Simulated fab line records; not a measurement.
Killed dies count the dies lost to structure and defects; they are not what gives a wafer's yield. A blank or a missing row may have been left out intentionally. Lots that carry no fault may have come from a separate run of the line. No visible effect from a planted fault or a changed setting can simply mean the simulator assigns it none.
fab line records / flow sky130
record lots=14 wafers=40 last_day=50
route steps=708 shown CONTACT@429 METAL1@452 VIA1@458
lots untouched by any fault: they come from a run of this same line in which no faults occurred
start_h: start of the lot's first displayed wafer, in hours after the record's first day / wait_h: hours from the lot's prior step to this one / " the same as in the row above / L1.1+2: one row covering several wafers at once / - value missing, or start not given / * or withheld: withheld / < > ~ a bound
route shown NAME@n: NAME is a module with steps in the file, n the number in the route of the first one / usual: mean/standard deviation taken from wafers without a fault / same: alike in all rows / chamber/n: place in a boat / sites: readings site by site / _std_site: how widely they spread, as a standard deviation / _edge_site: inner sites' mean taken away from outer sites' mean / radius_mm: how far each site lies from the wafer's centre / mask NAME#n: copy n / behind: the most recent tool/chamber to have shaped the wafer / hold: why the lot went on hold/how many hours it stayed there/how the hold came to an end / device: names the non-switching transistor (n, p or np) / end of line: at the end of the route, the tests of the same wafers / a step without rows: its recipe alone / killed: at the first sort, the dies lost to defects and structure; wafer yield is something else / map: the dies of a wafer, with x for killed, . for not killed, _ for no die there
set.NAME: the run value of the setting; set.NAME@STEP: its run value at that earlier step / model.NAME: the simulator's own value behind a step, which no gauge read
the route's steps for a sample of lots (tables are steps, rows are wafers)
services: the hour from which a tool's chamber was out of use, counted from the record's first day as start_h (under 0 if before that day), plus the number of hours and why
## steps
# step SKY_CONTACT_SPUTTER_23
# recipe material=TiN target_thk_nm=20 chamber_pressure_pa=5 power_w=4000 time_s=80
# usual throttle_valve_pct=29.5/1.5
lot.wafer=L938.1 tool=pvd_sputter-02 chamber=- start_h=736.36 wait_h=0.0 throttle_valve_pct=29.9
lot.wafer=L938.4 tool=pvd_sputter-02 chamber=- start_h=736.36 wait_h=0.0 throttle_valve_pct=28.3
lot.wafer=L938.5 tool=pvd_sputter-02 chamber=- start_h=736.36 wait_h=0.0 throttle_valve_pct=31.7
lot.wafer=L939.3 tool=pvd_sputter-01 chamber=- start_h=738.31 wait_h=0.0 throttle_valve_pct=29.7
lot.wafer=L939.4 tool=pvd_sputter-01 chamber=- start_h=738.31 wait_h=0.0 throttle_valve_pct=30.1
lot.wafer=L939.5 tool=pvd_sputter-01 chamber=- start_h=738.31 wait_h=0.0 throttle_valve_pct=30.6
lot.wafer=L940.3 tool=pvd_sputter-01 chamber=- start_h=755.76 wait_h=0.0 throttle_valve_pct=29.9
lot.wafer=L940.4 tool=pvd_sputter-01 chamber=- start_h=755.76 wait_h=0.0 throttle_valve_pct=28.0
lot.wafer=L940.6 tool=pvd_sputter-01 chamber=- start_h=755.76 wait_h=0.0 throttle_valve_pct=29.8
lot.wafer=L941.1 tool=pvd_sputter-02 chamber=- start_h=759.39 wait_h=0.0 throttle_valve_pct=27.8
lot.wafer=L941.4 tool=pvd_sputter-02 chamber=- start_h=759.39 wait_h=0.0 throttle_valve_pct=31.5
lot.wafer=L941.6 tool=pvd_sputter-02 chamber=- start_h=759.39 wait_h=0.0 throttle_valve_pct=30.1
lot.wafer=L942.2 tool=pvd_sputter-02 chamber=- start_h=769.85 wait_h=0.0 throttle_valve_pct=31.4
lot.wafer=L942.4 tool=pvd_sputter-02 chamber=- start_h=769.85 wait_h=0.0 throttle_valve_pct=27.8
lot.wafer=L942.6 tool=pvd_sputter-02 chamber=- start_h=769.85 wait_h=0.0 throttle_valve_pct=28.3
lot.wafer=L943.2 tool=pvd_sputter-01 chamber=- start_h=772.21 wait_h=0.0 throttle_valve_pct=29.5
lot.wafer=L943.4 tool=pvd_sputter-01 chamber=- start_h=772.21 wait_h=0.0 throttle_valve_pct=31.3
lot.wafer=L943.5 tool=pvd_sputter-01 chamber=- start_h=772.21 wait_h=0.0 throttle_valve_pct=30.5
lot.wafer=L944.1 tool=pvd_sputter-02 chamber=- start_h=786.73 wait_h=0.0 throttle_valve_pct=29.8
lot.wafer=L944.2 tool=pvd_sputter-02 chamber=- start_h=786.73 wait_h=0.0 throttle_valve_pct=31.5
lot.wafer=L944.3 tool=pvd_sputter-02 chamber=- start_h=786.73 wait_h=0.0 throttle_valve_pct=28.1
lot.wafer=L945.1 tool=pvd_sputter-01 chamber=- start_h=794.51 wait_h=0.0 throttle_valve_pct=30.0
lot.wafer=L945.2 tool=pvd_sputter-01 chamber=- start_h=794.51 wait_h=0.0 throttle_valve_pct=30.6
lot.wafer=L945.6 tool=pvd_sputter-01 chamber=- start_h=794.51 wait_h=0.0 throttle_valve_pct=27.3
lot.wafer=L946.1 tool=pvd_sputter-02 chamber=- start_h=798.52 wait_h=0.0 throttle_valve_pct=27.6
lot.wafer=L946.4 tool=pvd_sputter-02 chamber=- start_h=798.52 wait_h=0.0 throttle_valve_pct=28.5
lot.wafer=L946.6 tool=pvd_sputter-02 chamber=- start_h=798.52 wait_h=0.0 throttle_valve_pct=29.9
lot.wafer=L947.1 tool=pvd_sputter-01 chamber=- start_h=806.61 wait_h=0.0 throttle_valve_pct=30.8
lot.wafer=L947.3 tool=pvd_sputter-01 chamber=- start_h=806.61 wait_h=0.0 throttle_valve_pct=31.6
lot.wafer=L947.5 tool=pvd_sputter-01 chamber=- start_h=806.61 wait_h=0.0 throttle_valve_pct=30.3
lot.wafer=L948.1 tool=pvd_sputter-01 chamber=- start_h=814.31 wait_h=0.0 throttle_valve_pct=29.5
lot.wafer=L948.5 tool=pvd_sputter-01 chamber=- start_h=814.31 wait_h=0.0 throttle_valve_pct=31.2
lot.wafer=L948.6 tool=pvd_sputter-01 chamber=- start_h=814.31 wait_h=0.0 throttle_valve_pct=27.6
lot.wafer=L953.1 tool=pvd_sputter-01 chamber=- start_h=852.57 wait_h=0.0 throttle_valve_pct=27.6
lot.wafer=L953.3 tool=pvd_sputter-01 chamber=- start_h=852.57 wait_h=0.0 throttle_valve_pct=30.4
lot.wafer=L954.3 tool=pvd_sputter-01 chamber=- start_h=859.45 wait_h=0.0 throttle_valve_pct=29.8
lot.wafer=L954.4 tool=pvd_sputter-01 chamber=- start_h=859.45 wait_h=0.0 throttle_valve_pct=30.3
lot.wafer=L961.1 tool=pvd_sputter-02 chamber=- start_h=917.18 wait_h=0.0 throttle_valve_pct=31.8
lot.wafer=L961.4 tool=pvd_sputter-02 chamber=- start_h=917.18 wait_h=0.0 throttle_valve_pct=27.7
lot.wafer=L961.5 tool=pvd_sputter-02 chamber=- start_h=917.18 wait_h=0.0 throttle_valve_pct=30.0
# step SKY_METAL1_ETCH_18
# recipe chemistry=N2/H2 target=BARC ion_energy_ev=200 bias_w=100 pressure_mtorr=30 n2_flow_sccm=100 h2_flow_sccm=200 icp_w=500 stop_on=SiO2 time_s=45.9 target_depth_a=600
# usual drypump_motor_current_A=5.69/0.25 he_backside_leak_sccm=3.3/0.31 oes_product_au=0.855/0.005 throttle_valve_pct=13.225/0.0089
lot.wafer=L938.1 tool=rie_metal-03 chamber=0 start_h=764.12 wait_h=0.0 drypump_motor_current_A=5.87 he_backside_leak_sccm=3.3 oes_product_au=0.858 rf_hours_counter_h=13 throttle_valve_pct=13.234
lot.wafer=L938.4 tool=rie_metal-03 chamber=0 start_h=764.12 wait_h=0.0 drypump_motor_current_A=5.84 he_backside_leak_sccm=3.2 oes_product_au=0.856 rf_hours_counter_h=- throttle_valve_pct=13.236
lot.wafer=L938.5 tool=rie_metal-03 chamber=1 start_h=764.12 wait_h=0.0 drypump_motor_current_A=5.79 he_backside_leak_sccm=3.1 oes_product_au=0.855 rf_hours_counter_h=- throttle_valve_pct=13.230
lot.wafer=L939.3 tool=rie_metal-02 chamber=0 start_h=766.59 wait_h=0.0 drypump_motor_current_A=5.22 he_backside_leak_sccm=3.3 oes_product_au=0.860 rf_hours_counter_h=- throttle_valve_pct=13.224
lot.wafer=L939.4 tool=rie_metal-02 chamber=1 start_h=766.59 wait_h=0.0 drypump_motor_current_A=5.81 he_backside_leak_sccm=3.5 oes_product_au=0.852 rf_hours_counter_h=- throttle_valve_pct=13.222
lot.wafer=L939.5 tool=rie_metal-02 chamber=0 start_h=766.59 wait_h=0.0 drypump_motor_current_A=5.21 he_backside_leak_sccm=3.1 oes_product_au=0.848 rf_hours_counter_h=- throttle_valve_pct=13.215
lot.wafer=L940.3 tool=rie_metal-01 chamber=0 start_h=783.56 wait_h=0.0 drypump_motor_current_A=5.91 he_backside_leak_sccm=3.4 oes_product_au=0.864 rf_hours_counter_h=- throttle_valve_pct=13.218
lot.wafer=L940.4 tool=rie_metal-01 chamber=1 start_h=783.56 wait_h=0.0 drypump_motor_current_A=5.58 he_backside_leak_sccm=3.2 oes_product_au=0.847 rf_hours_counter_h=- throttle_valve_pct=13.225
lot.wafer=L940.6 tool=rie_metal-01 chamber=1 start_h=783.56 wait_h=0.0 drypump_motor_current_A=5.56 he_backside_leak_sccm=2.9 oes_product_au=0.855 rf_hours_counter_h=- throttle_valve_pct=13.216
lot.wafer=L941.1 tool=rie_metal-02 chamber=1 start_h=787.12 wait_h=0.0 drypump_motor_current_A=5.79 he_backside_leak_sccm=3.3 oes_product_au=0.858 rf_hours_counter_h=13 throttle_valve_pct=13.220
lot.wafer=L941.4 tool=rie_metal-02 chamber=1 start_h=787.12 wait_h=0.0 drypump_motor_current_A=5.77 he_backside_leak_sccm=3.5 oes_product_au=0.854 rf_hours_counter_h=- throttle_valve_pct=13.216
lot.wafer=L941.6 tool=rie_metal-02 chamber=0 start_h=787.12 wait_h=0.0 drypump_motor_current_A=5.19 he_backside_leak_sccm=3.4 oes_product_au=0.850 rf_hours_counter_h=- throttle_valve_pct=13.219
lot.wafer=L942.2 tool=rie_metal-01 chamber=1 start_h=797.12 wait_h=0.0 drypump_motor_current_A=5.59 he_backside_leak_sccm=3.5 oes_product_au=0.858 rf_hours_counter_h=13 throttle_valve_pct=13.212
lot.wafer=L942.4 tool=rie_metal-01 chamber=0 start_h=797.12 wait_h=0.0 drypump_motor_current_A=5.94 he_backside_leak_sccm=3.4 oes_product_au=0.866 rf_hours_counter_h=- throttle_valve_pct=13.224
lot.wafer=L942.6 tool=rie_metal-01 chamber=1 start_h=797.12 wait_h=0.0 drypump_motor_current_A=5.59 he_backside_leak_sccm=3.2 oes_product_au=0.861 rf_hours_counter_h=- throttle_valve_pct=13.218
lot.wafer=L943.2 tool=rie_metal-02 chamber=1 start_h=799.47 wait_h=0.0 drypump_motor_current_A=5.79 he_backside_leak_sccm=3.5 oes_product_au=0.861 rf_hours_counter_h=14 throttle_valve_pct=13.225
lot.wafer=L943.4 tool=rie_metal-02 chamber=1 start_h=799.47 wait_h=0.0 drypump_motor_current_A=5.78 he_backside_leak_sccm=3.4 oes_product_au=0.859 rf_hours_counter_h=- throttle_valve_pct=13.213
lot.wafer=L943.5 tool=rie_metal-02 chamber=1 start_h=799.47 wait_h=0.0 drypump_motor_current_A=5.81 he_backside_leak_sccm=3.3 oes_product_au=0.853 rf_hours_counter_h=- throttle_valve_pct=13.233
lot.wafer=L944.1 tool=rie_metal-01 chamber=0 start_h=814.57 wait_h=0.0 drypump_motor_current_A=5.92 he_backside_leak_sccm=3.2 oes_product_au=0.858 rf_hours_counter_h=2 throttle_valve_pct=13.233
lot.wafer=L944.2 tool=rie_metal-01 chamber=1 start_h=814.57 wait_h=0.0 drypump_motor_current_A=5.55 he_backside_leak_sccm=3.1 oes_product_au=0.871 rf_hours_counter_h=14 throttle_valve_pct=13.225
lot.wafer=L944.3 tool=rie_metal-01 chamber=0 start_h=814.57 wait_h=0.0 drypump_motor_current_A=5.93 he_backside_leak_sccm=3.2 oes_product_au=0.857 rf_hours_counter_h=- throttle_valve_pct=13.227
lot.wafer=L945.1 tool=rie_metal-03 chamber=1 start_h=821.73 wait_h=0.0 drypump_motor_current_A=5.80 he_backside_leak_sccm=3.1 oes_product_au=0.867 rf_hours_counter_h=12 throttle_valve_pct=13.229
lot.wafer=L945.2 tool=rie_metal-03 chamber=0 start_h=821.73 wait_h=0.0 drypump_motor_current_A=5.84 he_backside_leak_sccm=3.3 oes_product_au=0.854 rf_hours_counter_h=15 throttle_valve_pct=13.215
lot.wafer=L945.6 tool=rie_metal-03 chamber=0 start_h=821.73 wait_h=0.0 drypump_motor_current_A=5.85 he_backside_leak_sccm=3.2 oes_product_au=0.854 rf_hours_counter_h=- throttle_valve_pct=13.224
lot.wafer=L946.1 tool=rie_metal-02 chamber=0 start_h=826.04 wait_h=0.0 drypump_motor_current_A=5.18 he_backside_leak_sccm=3.5 oes_product_au=0.857 rf_hours_counter_h=4 throttle_valve_pct=13.216
lot.wafer=L946.4 tool=rie_metal-02 chamber=1 start_h=826.04 wait_h=0.0 drypump_motor_current_A=5.77 he_backside_leak_sccm=3.5 oes_product_au=0.861 rf_hours_counter_h=- throttle_valve_pct=13.207
lot.wafer=L946.6 tool=rie_metal-02 chamber=1 start_h=826.04 wait_h=0.0 drypump_motor_current_A=5.79 he_backside_leak_sccm=3.5 oes_product_au=0.849 rf_hours_counter_h=- throttle_valve_pct=13.225
lot.wafer=L947.1 tool=rie_metal-02 chamber=1 start_h=833.64 wait_h=0.0 drypump_motor_current_A=5.76 he_backside_leak_sccm=3.3 oes_product_au=0.855 rf_hours_counter_h=15 throttle_valve_pct=13.218
lot.wafer=L947.3 tool=rie_metal-02 chamber=0 start_h=833.64 wait_h=0.0 drypump_motor_current_A=5.19 he_backside_leak_sccm=3.3 oes_product_au=0.854 rf_hours_counter_h=- throttle_valve_pct=13.233
lot.wafer=L947.5 tool=rie_metal-02 chamber=0 start_h=833.64 wait_h=0.0 drypump_motor_current_A=5.18 he_backside_leak_sccm=3.3 oes_product_au=0.849 rf_hours_counter_h=- throttle_valve_pct=13.234
lot.wafer=L948.1 tool=rie_metal-03 chamber=1 start_h=841.27 wait_h=0.0 drypump_motor_current_A=5.81 he_backside_leak_sccm=3.3 oes_product_au=0.851 rf_hours_counter_h=13 throttle_valve_pct=13.243
lot.wafer=L948.5 tool=rie_metal-03 chamber=1 start_h=841.27 wait_h=0.0 drypump_motor_current_A=5.82 he_backside_leak_sccm=3.3 oes_product_au=0.862 rf_hours_counter_h=- throttle_valve_pct=13.222
lot.wafer=L948.6 tool=rie_metal-03 chamber=0 start_h=841.27 wait_h=0.0 drypump_motor_current_A=5.83 he_backside_leak_sccm=3.1 oes_product_au=0.865 rf_hours_counter_h=- throttle_valve_pct=13.226
lot.wafer=L953.1 tool=rie_metal-03 chamber=1 start_h=879.91 wait_h=0.1 drypump_motor_current_A=5.80 he_backside_leak_sccm=3.2 oes_product_au=0.855 rf_hours_counter_h=14 throttle_valve_pct=13.226
lot.wafer=L953.3 tool=rie_metal-03 chamber=1 start_h=879.91 wait_h=0.1 drypump_motor_current_A=5.81 he_backside_leak_sccm=3.2 oes_product_au=0.850 rf_hours_counter_h=- throttle_valve_pct=13.223
lot.wafer=L954.3 tool=rie_metal-01 chamber=1 start_h=886.30 wait_h=0.0 drypump_motor_current_A=5.56 he_backside_leak_sccm=3.0 oes_product_au=0.855 rf_hours_counter_h=- throttle_valve_pct=13.231
lot.wafer=L954.4 tool=rie_metal-01 chamber=0 start_h=886.30 wait_h=0.0 drypump_motor_current_A=5.91 he_backside_leak_sccm=3.4 oes_product_au=0.862 rf_hours_counter_h=- throttle_valve_pct=13.236
lot.wafer=L961.1 tool=rie_metal-01 chamber=0 start_h=942.78 wait_h=0.0 drypump_motor_current_A=5.89 he_backside_leak_sccm=3.3 oes_product_au=0.859 rf_hours_counter_h=8 throttle_valve_pct=13.221
lot.wafer=L961.4 tool=rie_metal-01 chamber=1 start_h=942.78 wait_h=0.0 drypump_motor_current_A=5.56 he_backside_leak_sccm=3.2 oes_product_au=0.852 rf_hours_counter_h=- throttle_valve_pct=13.221
lot.wafer=L961.5 tool=rie_metal-01 chamber=1 start_h=942.78 wait_h=0.0 drypump_motor_current_A=5.59 he_backside_leak_sccm=3.3 oes_product_au=0.852 rf_hours_counter_h=- throttle_valve_pct=13.237
# step SKY_VIA1_HDPCVD_00
# recipe material=SiO2 target_thk_nm=1030 sigma_open_frac=0.3 time_s=171.7 temp_c=400 sih4_flow_sccm=60 pressure_mtorr=6
lot.wafer=L938.1+4+5 tool=hdpcvd-01 chamber=2,1,0 start_h=764.95 wait_h=0.0
lot.wafer=L939.3+4+5 tool=hdpcvd-01 chamber=2,1,0 start_h=767.36 wait_h=0.0
lot.wafer=L940.3+4+6 tool=hdpcvd-01 chamber=2,1,2 start_h=784.29 wait_h=0.0
lot.wafer=L941.1+4+6 tool=hdpcvd-01 chamber=2,2,1 start_h=787.87 wait_h=0.0
lot.wafer=L942.2+4+6 tool=hdpcvd-02 chamber=1 start_h=797.87 wait_h=0.0
lot.wafer=L943.2+4+5 tool=hdpcvd-02 chamber=2 start_h=800.22 wait_h=0.0
lot.wafer=L944.1+2+3 tool=hdpcvd-02 chamber=1,2,0 start_h=815.32 wait_h=0.0
lot.wafer=L945.1+2+6 tool=hdpcvd-02 chamber=2,0,0 start_h=822.48 wait_h=0.0
lot.wafer=L946.1+4+6 tool=hdpcvd-02 chamber=2,1,2 start_h=826.79 wait_h=0.0
lot.wafer=L947.1+3+5 tool=hdpcvd-02 chamber=0,1,2 start_h=834.42 wait_h=0.0
lot.wafer=L948.1+5+6 tool=hdpcvd-02 chamber=2,0,2 start_h=842.05 wait_h=0.0
lot.wafer=L953.1+3 tool=hdpcvd-02 chamber=2,1 start_h=881.30 wait_h=0.0
lot.wafer=L954.3+4 tool=hdpcvd-02 chamber=0 start_h=887.43 wait_h=0.0
lot.wafer=L961.1+4+5 tool=hdpcvd-02 chamber=2,2,0 start_h=943.52 wait_h=0.0
# step SKY_VIA1_THK_MEAS_01
# recipe reads=SiO2_of_VIA1_HDPCVD_00
# usual VIA1_HDPCVD_THK=1034/8.9
lot.wafer=L938.1 tool=film_metro-03 chamber=- start_h=765.06 wait_h=0.1 VIA1_HDPCVD_THK[nm]=1039
lot.wafer=L938.4 tool=film_metro-03 chamber=- start_h=765.06 wait_h=0.1 VIA1_HDPCVD_THK[nm]=1038
lot.wafer=L938.5 tool=film_metro-03 chamber=- start_h=765.06 wait_h=0.1 VIA1_HDPCVD_THK[nm]=1040
lot.wafer=L939.3 tool=film_metro-03 chamber=- start_h=767.49 wait_h=0.1 VIA1_HDPCVD_THK[nm]=1024
lot.wafer=L939.4 tool=film_metro-03 chamber=- start_h=767.49 wait_h=0.1 VIA1_HDPCVD_THK[nm]=1021
lot.wafer=L939.5 tool=film_metro-03 chamber=- start_h=767.49 wait_h=0.1 VIA1_HDPCVD_THK[nm]=1012
lot.wafer=L940.3 tool=film_metro-04 chamber=- start_h=784.42 wait_h=0.1 VIA1_HDPCVD_THK[nm]=1027
lot.wafer=L940.4 tool=film_metro-04 chamber=- start_h=784.42 wait_h=0.1 VIA1_HDPCVD_THK[nm]=1018
lot.wafer=L940.6 tool=film_metro-04 chamber=- start_h=784.42 wait_h=0.1 VIA1_HDPCVD_THK[nm]=1020
lot.wafer=L941.1 tool=film_metro-04 chamber=- start_h=787.98 wait_h=0.1 VIA1_HDPCVD_THK[nm]=1032
lot.wafer=L941.4 tool=film_metro-04 chamber=- start_h=787.98 wait_h=0.1 VIA1_HDPCVD_THK[nm]=1032
lot.wafer=L941.6 tool=film_metro-04 chamber=- start_h=787.98 wait_h=0.1 VIA1_HDPCVD_THK[nm]=1029
lot.wafer=L942.2 tool=film_metro-04 chamber=- start_h=798.05 wait_h=0.1 VIA1_HDPCVD_THK[nm]=1050
lot.wafer=L942.4 tool=film_metro-04 chamber=- start_h=798.05 wait_h=0.1 VIA1_HDPCVD_THK[nm]=1036
lot.wafer=L942.6 tool=film_metro-04 chamber=- start_h=798.05 wait_h=0.1 VIA1_HDPCVD_THK[nm]=1044
lot.wafer=L943.2 tool=film_metro-02 chamber=- start_h=800.40 wait_h=0.1 VIA1_HDPCVD_THK[nm]=1014
lot.wafer=L943.4 tool=film_metro-02 chamber=- start_h=800.40 wait_h=0.1 VIA1_HDPCVD_THK[nm]=1025
lot.wafer=L943.5 tool=film_metro-02 chamber=- start_h=800.40 wait_h=0.1 VIA1_HDPCVD_THK[nm]=1034
lot.wafer=L944.1 tool=film_metro-02 chamber=- start_h=815.43 wait_h=0.1 VIA1_HDPCVD_THK[nm]=1037
lot.wafer=L944.2 tool=film_metro-02 chamber=- start_h=815.43 wait_h=0.1 VIA1_HDPCVD_THK[nm]=1033
lot.wafer=L944.3 tool=film_metro-02 chamber=- start_h=815.43 wait_h=0.1 VIA1_HDPCVD_THK[nm]=1032
lot.wafer=L945.1 tool=film_metro-03 chamber=- start_h=822.59 wait_h=0.1 VIA1_HDPCVD_THK[nm]=1029
lot.wafer=L945.2 tool=film_metro-03 chamber=- start_h=822.59 wait_h=0.1 VIA1_HDPCVD_THK[nm]=1030
lot.wafer=L945.6 tool=film_metro-03 chamber=- start_h=822.59 wait_h=0.1 VIA1_HDPCVD_THK[nm]=1029
lot.wafer=L946.1 tool=film_metro-02 chamber=- start_h=826.91 wait_h=0.1 VIA1_HDPCVD_THK[nm]=1025
lot.wafer=L946.4 tool=film_metro-02 chamber=- start_h=826.91 wait_h=0.1 VIA1_HDPCVD_THK[nm]=1027
lot.wafer=L946.6 tool=film_metro-02 chamber=- start_h=826.91 wait_h=0.1 VIA1_HDPCVD_THK[nm]=1020
lot.wafer=L947.1 tool=film_metro-04 chamber=- start_h=834.53 wait_h=0.1 VIA1_HDPCVD_THK[nm]=1039
lot.wafer=L947.3 tool=film_metro-04 chamber=- start_h=834.53 wait_h=0.1 VIA1_HDPCVD_THK[nm]=1044
lot.wafer=L947.5 tool=film_metro-04 chamber=- start_h=834.53 wait_h=0.1 VIA1_HDPCVD_THK[nm]=1033
lot.wafer=L948.1 tool=film_metro-02 chamber=- start_h=842.17 wait_h=0.1 VIA1_HDPCVD_THK[nm]=1042
lot.wafer=L948.5 tool=film_metro-02 chamber=- start_h=842.17 wait_h=0.1 VIA1_HDPCVD_THK[nm]=1034
lot.wafer=L948.6 tool=film_metro-02 chamber=- start_h=842.17 wait_h=0.1 VIA1_HDPCVD_THK[nm]=1055
lot.wafer=L953.1 tool=film_metro-03 chamber=- start_h=881.41 wait_h=0.1 VIA1_HDPCVD_THK[nm]=545
lot.wafer=L953.3 tool=film_metro-03 chamber=- start_h=881.41 wait_h=0.1 VIA1_HDPCVD_THK[nm]=545
lot.wafer=L954.3 tool=film_metro-04 chamber=- start_h=887.56 wait_h=0.1 VIA1_HDPCVD_THK[nm]=540
lot.wafer=L954.4 tool=film_metro-04 chamber=- start_h=887.56 wait_h=0.1 VIA1_HDPCVD_THK[nm]=1038
lot.wafer=L961.1 tool=film_metro-03 chamber=- start_h=943.63 wait_h=0.1 VIA1_HDPCVD_THK[nm]=1024
lot.wafer=L961.4 tool=film_metro-03 chamber=- start_h=943.63 wait_h=0.1 VIA1_HDPCVD_THK[nm]=1024
lot.wafer=L961.5 tool=film_metro-03 chamber=- start_h=943.63 wait_h=0.1 VIA1_HDPCVD_THK[nm]=1046
# step SKY_VIA1_BOW_MEAS_03
# recipe mode=bow
# usual VIA1_BOW=80/7.8
lot.wafer=L938.1 tool=film_metro-04 chamber=- start_h=765.42 wait_h=0.2 VIA1_BOW[um]=71
lot.wafer=L938.4 tool=film_metro-04 chamber=- start_h=765.42 wait_h=0.2 VIA1_BOW[um]=76
lot.wafer=L938.5 tool=film_metro-04 chamber=- start_h=765.42 wait_h=0.2 VIA1_BOW[um]=65
lot.wafer=L939.3 tool=film_metro-03 chamber=- start_h=767.87 wait_h=0.2 VIA1_BOW[um]=84
lot.wafer=L939.4 tool=film_metro-03 chamber=- start_h=767.87 wait_h=0.2 VIA1_BOW[um]=84
lot.wafer=L939.5 tool=film_metro-03 chamber=- start_h=767.87 wait_h=0.2 VIA1_BOW[um]=87
lot.wafer=L940.3 tool=film_metro-03 chamber=- start_h=784.80 wait_h=0.1 VIA1_BOW[um]=86
lot.wafer=L940.4 tool=film_metro-03 chamber=- start_h=784.80 wait_h=0.1 VIA1_BOW[um]=103
lot.wafer=L940.6 tool=film_metro-03 chamber=- start_h=784.80 wait_h=0.1 VIA1_BOW[um]=80
lot.wafer=L941.1 tool=film_metro-02 chamber=- start_h=788.34 wait_h=0.2 VIA1_BOW[um]=78
lot.wafer=L941.4 tool=film_metro-02 chamber=- start_h=788.34 wait_h=0.2 VIA1_BOW[um]=75
lot.wafer=L941.6 tool=film_metro-02 chamber=- start_h=788.34 wait_h=0.2 VIA1_BOW[um]=67
lot.wafer=L942.2 tool=film_metro-02 chamber=- start_h=798.42 wait_h=0.2 VIA1_BOW[um]=81
lot.wafer=L942.4 tool=film_metro-02 chamber=- start_h=798.42 wait_h=0.2 VIA1_BOW[um]=82
lot.wafer=L942.6 tool=film_metro-02 chamber=- start_h=798.42 wait_h=0.2 VIA1_BOW[um]=67
lot.wafer=L943.2 tool=film_metro-02 chamber=- start_h=800.77 wait_h=0.2 VIA1_BOW[um]=87
lot.wafer=L943.4 tool=film_metro-02 chamber=- start_h=800.77 wait_h=0.2 VIA1_BOW[um]=76
lot.wafer=L943.5 tool=film_metro-02 chamber=- start_h=800.77 wait_h=0.2 VIA1_BOW[um]=75
lot.wafer=L944.1 tool=film_metro-03 chamber=- start_h=815.79 wait_h=0.2 VIA1_BOW[um]=89
lot.wafer=L944.2 tool=film_metro-03 chamber=- start_h=815.79 wait_h=0.2 VIA1_BOW[um]=91
lot.wafer=L944.3 tool=film_metro-03 chamber=- start_h=815.79 wait_h=0.2 VIA1_BOW[um]=72
lot.wafer=L945.1 tool=film_metro-02 chamber=- start_h=822.95 wait_h=0.1 VIA1_BOW[um]=74
lot.wafer=L945.2 tool=film_metro-02 chamber=- start_h=822.95 wait_h=0.1 VIA1_BOW[um]=73
lot.wafer=L945.6 tool=film_metro-02 chamber=- start_h=822.95 wait_h=0.1 VIA1_BOW[um]=77
lot.wafer=L946.1 tool=film_metro-04 chamber=- start_h=827.27 wait_h=0.1 VIA1_BOW[um]=79
lot.wafer=L946.4 tool=film_metro-04 chamber=- start_h=827.27 wait_h=0.1 VIA1_BOW[um]=85
lot.wafer=L946.6 tool=film_metro-04 chamber=- start_h=827.27 wait_h=0.1 VIA1_BOW[um]=84
lot.wafer=L947.1 tool=film_metro-04 chamber=- start_h=834.89 wait_h=0.1 VIA1_BOW[um]=94
lot.wafer=L947.3 tool=film_metro-04 chamber=- start_h=834.89 wait_h=0.1 VIA1_BOW[um]=86
lot.wafer=L947.5 tool=film_metro-04 chamber=- start_h=834.89 wait_h=0.1 VIA1_BOW[um]=92
lot.wafer=L948.1 tool=film_metro-02 chamber=- start_h=842.53 wait_h=0.2 VIA1_BOW[um]=72
lot.wafer=L948.5 tool=film_metro-02 chamber=- start_h=842.53 wait_h=0.2 VIA1_BOW[um]=84
lot.wafer=L948.6 tool=film_metro-02 chamber=- start_h=842.53 wait_h=0.2 VIA1_BOW[um]=68
lot.wafer=L953.1 tool=film_metro-03 chamber=- start_h=881.77 wait_h=0.1 VIA1_BOW[um]=82
lot.wafer=L953.3 tool=film_metro-03 chamber=- start_h=881.77 wait_h=0.1 VIA1_BOW[um]=83
lot.wafer=L954.3 tool=film_metro-02 chamber=- start_h=887.94 wait_h=0.2 VIA1_BOW[um]=82
lot.wafer=L954.4 tool=film_metro-02 chamber=- start_h=887.94 wait_h=0.2 VIA1_BOW[um]=76
lot.wafer=L961.1 tool=film_metro-02 chamber=- start_h=943.99 wait_h=0.1 VIA1_BOW[um]=82
lot.wafer=L961.4 tool=film_metro-02 chamber=- start_h=943.99 wait_h=0.1 VIA1_BOW[um]=79
lot.wafer=L961.5 tool=film_metro-02 chamber=- start_h=943.99 wait_h=0.1 VIA1_BOW[um]=71
## services
tool=rie_metal-02 chamber=0 start_h=722.18 hours=38.8 kind=repair
tool=rie_metal-01 chamber=0 start_h=725.32 hours=- kind=clean
tool=rie_metal-01 chamber=0 start_h=725.32 hours=29.6 kind=scheduled_down
tool=rie_metal-01 chamber=0 start_h=725.32 hours=29.6 kind=vent_cycle
tool=hdpcvd-02 chamber=0 start_h=787.72 hours=21.1 kind=repair
tool=rie_metal-02 chamber=- start_h=802.57 hours=5.0 kind=repair
tool=hdpcvd-01 chamber=- start_h=828.69 hours=2.8 kind=pm
tool=pvd_sputter-02 chamber=3 start_h=832.59 hours=- kind=consumable_replace:kit
tool=pvd_sputter-02 chamber=3 start_h=832.59 hours=18.0 kind=scheduled_down
tool=pvd_sputter-02 chamber=3 start_h=832.59 hours=18.0 kind=vent_cycle
tool=hdpcvd-02 chamber=1 start_h=849.22 hours=19.8 kind=repair
tool=hdpcvd-01 chamber=- start_h=855.02 hours=2.8 kind=repair
tool=rie_metal-02 chamber=- start_h=872.29 hours=2.7 kind=repair
tool=hdpcvd-02 chamber=- start_h=881.68 hours=1.6 kind=repair
tool=rie_metal-01 chamber=- start_h=888.76 hours=1.3 kind=repair
tool=pvd_sputter-01 chamber=0 start_h=897.04 hours=- kind=consumable_replace:kit
tool=pvd_sputter-01 chamber=0 start_h=897.04 hours=18.0 kind=scheduled_down
tool=pvd_sputter-01 chamber=0 start_h=897.04 hours=18.0 kind=vent_cycle
tool=hdpcvd-01 chamber=- start_h=908.22 hours=1.1 kind=repair
tool=rie_metal-01 chamber=1 start_h=912.92 hours=- kind=clean
tool=rie_metal-01 chamber=1 start_h=912.92 hours=15.0 kind=scheduled_down
tool=rie_metal-02 chamber=1 start_h=915.06 hours=- kind=clean
tool=rie_metal-02 chamber=1 start_h=915.06 hours=24.3 kind=scheduled_down
tool=rie_metal-02 chamber=1 start_h=915.06 hours=24.3 kind=vent_cycle
## key
first_sign step=SKY_VIA1_THK_MEAS_01 reading=VIA1_HDPCVD_THK direction=down sigmas=55 usual=1034 struck=543
effect none on later readings
met_at SKY_VIA1_HDPCVD_00
struck_lots L953,L954
struck_wafers L953.1,L953.3,L954.3
sort_left_out L953.1,L953.3
not_acting_at SKY_CONTACT_SPUTTER_23,SKY_METAL1_ETCH_18,SKY_VIA1_BOW_MEAS_03
onset_between 842.05 881.30
fault kind=process_parameter_drift tool=hdpcvd-02 chamber=- onset_h=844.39 steps=SKY_VIA1_HDPCVD_00 channel=target_thk_nm offset=-488.6 shape=step end_h=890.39 scope=struck_wafers_only acts_in=these_recipes_only stated=1030
# sort_left_out: the simulated sort isn't trusted on such a fault, so these wafers' sort isn't shown, and their yield isn't known
